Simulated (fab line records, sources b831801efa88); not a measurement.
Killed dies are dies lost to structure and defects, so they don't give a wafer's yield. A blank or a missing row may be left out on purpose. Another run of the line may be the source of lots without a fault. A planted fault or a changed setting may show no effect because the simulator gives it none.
Which tool did it?    flow sky130    13 lots, 39 wafers sampled, at 4 steps of a route of 708

## WHAT THE GAUGES READ, wafer by wafer
SKY_NWELL_RS_MEAS_31: measures by four-point-probe. Usual: PWDE_RS typically reads 5283 ohm/sq, with standard deviation 16.
lot   measured      on             PWDE_RS (ohm/sq)  flag
L953  day 5 09:17   film metro-04  5284 5270 5324    
L954  day 5 14:42   film metro-03  5274 5265 5249    
L956  day 5 22:50   film metro-04  5283 5283 5282    
L957  day 6 05:28   film metro-01  5289 5279 5272    
L958  day 6 10:38   film metro-01  5273 5263 5269    
L959  day 6 15:23   film metro-03  5278 5273 5260    
L960  day 7 02:17   film metro-03  5266 5263 5266    
L967  day 9 09:30   film metro-04  5280 5283 5274    
L966  day 9 10:09   film metro-03  5281 5277 5297    
L968  day 9 13:32   film metro-04  5280 5277 5273    
L971  day 9 21:28   film metro-01  5308 5295 5287    
L975  day 10 22:23  film metro-03  5292 5287 5312    
L976  day 11 06:16  film metro-03  5298 5310 5302    

SKY_LDD_HVN_TW_MEAS_10. Usual: LDD_HVN_TW typically reads 1439, with standard deviation 14.
lot   measured      on             LDD_HVN_TW      flag
L953  day 20 08:59  film metro-04  1454 1447 1444  
L954  day 20 09:17  film metro-04  1449 1457 1439  
L956  day 21 06:37  film metro-04  1447 1445 1445  
L957  day 21 14:40  film metro-04  1453 1454 1452  
L958  day 21 23:14  film metro-02  1282 1274 1281  OFF
L959  day 22 06:52  film metro-02  1281 1286 1287  OFF
L960  day 23 03:25  film metro-02  1433 1436 1437  
L967  day 26 04:07  film metro-04  1447 1447 1451  
L966  day 26 04:17  film metro-04  1451 1444 1449  
L968  day 26 10:22  film metro-04  1462 1448 1448  
L971  day 27 02:17  film metro-04  1460 1467 1456  
L975  day 28 05:07  film metro-04  1438 1456 1452  
L976  day 28 11:50  film metro-01  1426 1421 1428  

SKY_METAL2_CD_MEAS_15: the cd target is 140 nm. Usual: 139.9 nm for cd nm, sd 1.5.
lot   measured      on         cd nm (nm)         flag
L953  day 35 09:23  cd sem-01  138.9 139.1 138.0  
L954  day 35 09:46  cd sem-02  140.4 140.0 140.3  
L956  day 35 22:33  cd sem-01  140.1 139.4 141.6  
L957  day 36 05:44  cd sem-02  141.2 141.6 141.1  
L958  day 36 14:43  cd sem-02  138.8 138.9 139.2  
L959  day 36 20:47  cd sem-01  139.7 142.2 141.5  
L960  day 37 13:03  cd sem-02  137.7 137.1 137.3  
L967  day 40 07:04  cd sem-02  136.9 136.8 136.8  
L966  day 40 08:16  cd sem-02  139.5 138.5 138.2  
L968  day 40 10:38  cd sem-02  141.6 140.7 140.6  
L971  day 40 23:20  cd sem-01  139.0 140.9 140.5  
L975  day 41 22:47  cd sem-02  139.3 138.6 140.2  
L976  day 42 04:59  cd sem-02  140.0 139.7 139.9  

## WHAT TOOL EACH LOT RAN ON (gives the tool, then ch and the chambers of the sampled wafers, and finally the start)
lot   SKY_LDD_HVN_IMPLANT_08
L953  implanter-03 ch 0, day 20 08:44
L954  implanter-01 ch 0, day 20 09:03
L956  implanter-01 ch 0, day 21 06:22
L957  implanter-03 ch 0, day 21 14:25
L958  implanter-01 ch 0, day 21 23:01
L959  implanter-01 ch 0, day 22 06:37
L960  implanter-03 ch 0, day 23 03:11
L967  implanter-01 ch 0, day 26 03:53
L966  implanter-03 ch 0, day 26 04:04
L968  implanter-03 ch 0, day 26 10:07
L971  implanter-01 ch 0, day 27 02:02
L975  implanter-02 ch 0, day 28 04:52
L976  implanter-01 ch 0, day 28 11:37
- SKY_LDD_HVN_IMPLANT_08

## WHAT THE TOOLS THEMSELVES READ (means of the sampled wafers that have a number; where no wafer has one, the mark that the record gives instead)
SKY_LDD_HVN_IMPLANT_08. Usual: tilt deg 40.005 degrees, standard deviation 0.023.
lot   tool          tilt deg (degrees)  flag
L953  implanter-03  39.985              
L954  implanter-01  39.998              
L956  implanter-01  40.011              
L957  implanter-03  40.010              
L958  implanter-01  0.030               OFF
L959  implanter-01  -0.026              OFF
L960  implanter-03  39.993              
L967  implanter-01  39.979              
L966  implanter-03  40.027              
L968  implanter-03  40.008              
L971  implanter-01  40.019              
L975  implanter-02  39.990              
L976  implanter-01  40.015              

## THE ANSWER, worked out from the rows above alone
Rule: lot off if the mean of its wafers having a number is beyond 3 standard deviations from the usual mean. Also off: a lot with no number at a reading for which 4 or more lots have one. The other lots that the step has rows for count as sound. After the gauges, taken in route order, come the tools' own readings; for these a lot's mean is taken, as printed above. At the first step where some lot is off, the reading lying furthest off is the one used; lots without a number count as furthest.
Off: at SKY_LDD_HVN_TW_MEAS_10 (LDD_HVN_TW), L958, L959.
A tool fits if, at a process step before that reading, it ran every lot that is off, and no sound lot after the first of them. The gauges at SKY_LDD_HVN_TW_MEAS_10 aren't tried: what is off there is off at SKY_LDD_HVN_IMPLANT_08 too, on other tools, and a gauge's error can't cause that. No candidate that was tried fits.

## WHAT THE SIMULATOR HAD INSERTED
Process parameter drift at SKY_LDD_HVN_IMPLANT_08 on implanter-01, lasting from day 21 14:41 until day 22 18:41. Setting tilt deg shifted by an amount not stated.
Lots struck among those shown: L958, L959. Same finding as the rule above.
